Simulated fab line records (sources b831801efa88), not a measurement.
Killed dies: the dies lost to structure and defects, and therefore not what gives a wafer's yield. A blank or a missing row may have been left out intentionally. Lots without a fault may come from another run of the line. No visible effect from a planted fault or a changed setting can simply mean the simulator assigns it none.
Struck lot and sound lot, side by side / flow gf180mcu / 15 steps out of a route of 602
Sound: these wafers, L593.1, L593.4, L593.5. The struck wafers were L604.2, L604.3, L604.6. At the end, the cause is stated.
Order at every step that has rows: each side's tool, ch and its chambers, its first start. Under that, the readings that differ: sound wafers / struck wafers / difference of the means / sigmas: that difference in standard deviations of wafers without a fault.
alike: readings whose means differ by less than 2 such deviations, and words and numbers that are the same on both sides. not compared: withheld readings, readings that some wafer has no value for, bounds like >300 that may hide the same value, and numbers for which the record gives no deviation and whose values overlap.
The two part at a step that has a row with sigmas, a row that says differs or no value, or rows on one side only. Numbers that don't overlap but have no deviation are shown without sigmas and don't part them. A reading missing from all wafers of one side parts the sides only when that side holds two or more wafers.

GF_M4_CD_MEAS_14: the cd target is 280 nm.
  struck on cdSem-02, day 28 09:06; sound on cdSem-02, day 24 19:52
  alike: cdNm
GF_M4_OVL_MEAS_15:
  struck on overlay-01, day 28 09:13; sound on overlay-02, day 24 19:59
  alike: M4_OVL
GF_M4_METAL_ETCH_16: etches the open film in Cl2/BCl3, stops on SiO2, target depth 627.5 nm, time 104.6 s.
  sound on rieMetal-01 ch 0,1, day 24 20:01; struck on rieMetal-01 ch 0,1, day 28 09:14
  alike: drypumpMotorCurrentA, oesProductAu, throttleValvePct
  not compared: rfHoursCounterH
GF_M4_STRIP_17: strips in O2/N2.
  sound on plasmaAsher-01 ch 0,1, day 24 20:08; struck on plasmaAsher-03 ch 0,1, day 28 09:21
  alike: drypumpMotorCurrentA, heaterPowerW, oesProductAu, stripTimeToEndpointS
  not compared: rfHoursCounterH
then, 3 steps without rows for these wafers: GF_M4_STRIP_18 (strips in post etch residue remover, time 1200 s); GF_M4_CLEAN_19 (cleans in DIW); GF_V4_CVD_00 (deposits SiO2, target thk 600 nm, time 100 s).
GF_V4_THK_MEAS_01:
  struck on filmMetro-04, day 28 10:04; sound on filmMetro-02, day 24 20:44
  alike: V4_CVD_00_THK
GF_V4_CVD_02: deposits SiO2 from TEOS, target thk 850 nm, time 94.851 s.
  sound on pecvd-01 ch 0,1, day 24 20:47; struck on pecvd-01 ch 0,1,2, day 28 10:07
  alike: heaterPowerW, susceptorTempC
  not compared: sinceWetCleanH
GF_V4_THK_MEAS_03:
  struck on filmMetro-02, day 28 10:11; sound on filmMetro-04, day 24 20:52
  alike: V4_CVD_02_THK
GF_V4_CMP_04: polishes SiO2.
  sound on cmp-01 ch 1,3, day 24 20:58; struck on cmp-01 ch 1,2,3, day 28 10:29
  alike: motorCurrentA, timeToEndpointS
GF_V4_BOW_MEAS_05:
  struck on filmMetro-04, day 28 10:45; sound on filmMetro-02, day 24 21:13
  alike: V4_BOW
GF_V4_DEHYDRATE_06: time 60 s.
  sound on lithoTrack-02 ch 0, day 25 07:59; struck on lithoTrack-01 ch 0, day 28 19:44
reading=heaterPowerTotalW (W); sound=160.30 160.34 160.58; struck=165.04 165.01 165.13; difference=+4.65; sigmas=+36
reading=plateTempC (C); sound=199.96 199.93 199.87; struck=204.41 204.43 204.77; difference=+4.62; sigmas=+27
then, 1 step without rows for these wafers: GF_V4_HMDS_07 (prime time 60 s).
-- the record jumps here: 4 days lie between the struck wafers' starts before and after (it left off in module V4 and takes up again in module PASSIVATION, whose first step shown is number 602 of the route) --
GF_PASSIVATION_PROBE_99:
  record: rows for the struck wafers here (prober-01, day 33 05:33), none for the sound ones

== WHERE THEY PART ==
First at GF_V4_DEHYDRATE_06; last, within this record, at GF_PASSIVATION_PROBE_99.

WHY: whatever the simulator had introduced
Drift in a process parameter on lithoTrack-01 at GF_V4_DEHYDRATE_06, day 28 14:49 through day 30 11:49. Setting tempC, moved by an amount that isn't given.
